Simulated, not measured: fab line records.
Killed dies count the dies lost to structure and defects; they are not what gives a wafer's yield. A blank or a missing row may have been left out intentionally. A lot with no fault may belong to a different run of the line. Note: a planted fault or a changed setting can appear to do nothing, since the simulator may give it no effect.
A struck lot beside a sound one | flow sky130 | 35 steps out of a route of 708
Sound: these wafers, L927.3, L927.5, L927.6. Struck: wafer L939.4. (L939.3, L939.6 of the same lot were not struck and are left out.) The cause comes at the end.
Each step with rows lists, per side, the tool, then ch with its chambers, then its first start. Under that, the readings that differ: sound wafers | struck wafers | difference of the means | sigmas: that difference in standard deviations of wafers without a fault.
alike: readings whose means differ by less than 2 such deviations, and words and numbers that are the same on both sides. not compared: withheld readings, readings that some wafer has no value for, bounds like >300 that may hide the same value, and numbers for which the record gives no deviation and whose values overlap.
A row with sigmas, a row that says differs or no value, or rows on one side alone: a step with any of these is where the two part. Numbers that don't overlap but have no deviation are shown without sigmas and don't part them. A reading that every wafer of one side lacks parts them only if that side has two wafers or more.

SKY_VIA1_CD_MEAS_12: target cd 150 nm.
  sound: cd-sem-01 at day 35 11:47; struck: cd-sem-01 at day 39 05:14
  alike: cd-nm
SKY_VIA1_OVL_MEAS_13:
  sound: overlay-02 at day 35 11:53; struck: overlay-01 at day 39 05:20
  alike: VIA1_OVL
then, 6 steps without rows for these wafers: SKY_VIA1_ETCH_14 (etches BARC in N2/H2, stops on SiO2, time 45.9 s, target depth 60 nm); SKY_VIA1_ETCH_15 (etches SiO2 in C4F8/O2/Ar, stops on TiN, target depth 351 nm, time 54 s); SKY_VIA1_STRIP_16 (strips in O2/N2); SKY_VIA1_STRIP_17 (strips in post etch residue remover, time 1200 s); SKY_VIA1_CLEAN_18 (cleans in IPA, time 180 s); SKY_VIA1_CLEAN_19 (cleans in O3/DIW).
SKY_VIA1_SPUTTER_20: material TiN, target thk 20 nm, time 80 s.
  sound: pvd-sputter-02 at day 35 12:38; struck: pvd-sputter-03 at day 39 06:02
  alike: throttle-valve-pct
then, 1 step without rows for these wafers: SKY_VIA1_CVD_21 (deposits W, target thk 270 nm, time 80.902 s).
SKY_VIA1_RS_MEAS_22: measures by four-point-probe.
  sound: film-metro-02 at day 35 12:50; struck: film-metro-03 at day 39 06:14
  alike: VIA1_W_RS
SKY_VIA1_THK_MEAS_23: measures by xrf.
  sound: film-metro-02 at day 35 12:56; struck: film-metro-03 at day 39 06:20
  alike: VIA1_W_THK
SKY_VIA1_CMP_24: polishes, stops on SiO2, t overpolish 15 s, target thk 0 nm.
  sound on cmp-02 ch 0,2,3, day 35 13:07; struck on cmp-02 ch 2, day 39 06:23
  reading                                  | sound           | struck | difference | sigmas
  time-to-endpoint-s (s)                   | 69 58 66        | 35     | -29        | -7
  model.SiO2_of_VIA1_HDPCVD_00.thk-nm (nm) | 340.1 342.3 342 | 337.1  | -4.4       |
  alike: motor-current-A, overpolish-run-s, platen-rpm
SKY_METAL2_SPUTTER_00: material Ti, target thk 15 nm, time 10 s.
  sound: pvd-sputter-04 at day 35 13:19; struck: pvd-sputter-01 at day 39 06:41
  alike: throttle-valve-pct
then, 2 steps without rows for these wafers: SKY_METAL2_SPUTTER_01 (material TiN, target thk 20 nm, time 16.7 s); SKY_METAL2_SPUTTER_02 (material AlCu, target thk 250 nm, time 13.3 s).
SKY_METAL2_SPUTTER_03: material Ti, target thk 5 nm, time 3.3 s.
  sound: pvd-sputter-04 at day 35 13:23; struck: pvd-sputter-01 at day 39 06:45
  alike: throttle-valve-pct
SKY_METAL2_SPUTTER_04: material TiN, target thk 70 nm, time 58.3 s.
  sound: pvd-sputter-04 at day 35 13:24; struck: pvd-sputter-01 at day 39 06:46
  alike: throttle-valve-pct
SKY_METAL2_RS_MEAS_05: measures by four-point-probe.
  sound: film-metro-02 at day 35 13:29; struck: film-metro-04 at day 39 06:52
  alike: METAL2_ALCU_RS
SKY_METAL2_THK_MEAS_06: measures by xrf.
  sound: film-metro-02 at day 35 13:35; struck: film-metro-04 at day 39 06:58
  alike: METAL2_ALCU_THK
then, 8 steps without rows for these wafers: SKY_METAL2_DEHYDRATE_07 (time 60 s); SKY_METAL2_HMDS_08 (prime time 60 s); SKY_METAL2_COAT_09 (resist thk 60 nm); SKY_METAL2_COAT_10 (resist thk 450 nm); SKY_METAL2_SOFTBAKE_11 (time 90 s); SKY_METAL2_EXPOSE_12 (exposes mask MM2, target cd 140 nm); SKY_METAL2_PEB_13; SKY_METAL2_DEVELOP_14 (develop time 60 s).
SKY_METAL2_CD_MEAS_15: target cd 140 nm.
  sound: cd-sem-01 at day 36 15:26; struck: cd-sem-01 at day 40 07:17
  alike: cd-nm
SKY_METAL2_OVL_MEAS_16:
  sound: overlay-02 at day 36 15:31; struck: overlay-01 at day 40 07:23
  reading         | sound       | struck | difference | sigmas
  METAL2_OVL (nm) | -11 -10 -15 | 4      | +16        | +3
then, 1 step without rows for these wafers: SKY_METAL2_DESCUM_17 (chemistry O2, time 8 s).
SKY_METAL2_ETCH_18: etches BARC in N2/H2, stops on SiO2, time 45.9 s, target depth 60 nm.
  sound on rie-metal-03 ch 0,1, day 36 15:36; struck on rie-metal-02 ch 1, day 40 07:28
  alike: drypump-motor-current-A, h2-flow-sccm, n2-flow-sccm, oes-product-au, throttle-valve-pct
  not compared: rf-hours-counter-h
SKY_METAL2_METAL_ETCH_19: etches the open film in Cl2/BCl3, stops on SiO2, target depth 360 nm, time 78 s.
  sound on rie-metal-03 ch 0,1, day 36 15:40; struck on rie-metal-02 ch 1, day 40 07:32
  reading                                  | sound             | struck | difference | sigmas
  model.SiO2_of_VIA1_HDPCVD_00.thk-nm (nm) | 329.5 331.5 331.1 | 325.8  | -4.9       |
  alike: drypump-motor-current-A, oes-product-au, throttle-valve-pct
  not compared: rf-hours-counter-h
then, 1 step without rows for these wafers: SKY_METAL2_STRIP_20 (strips in O2/N2).
-- the record jumps here: 10 days lie between the struck wafers' starts before and after (it left off in module METAL2 and takes up again in module PAD_OPEN, whose first step shown is number 708 of the route) --
SKY_PAD_OPEN_PROBE_99:
  record: rows for the struck wafers here (prober-02, day 50 00:04), none for the sound ones

## WHERE THEY PART
At SKY_VIA1_CMP_24 first; at SKY_PAD_OPEN_PROBE_99 last (within this record only).

WHY: the cause the simulator had injected
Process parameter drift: cmp-02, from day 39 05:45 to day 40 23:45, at SKY_VIA1_CMP_24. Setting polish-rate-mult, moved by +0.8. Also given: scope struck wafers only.
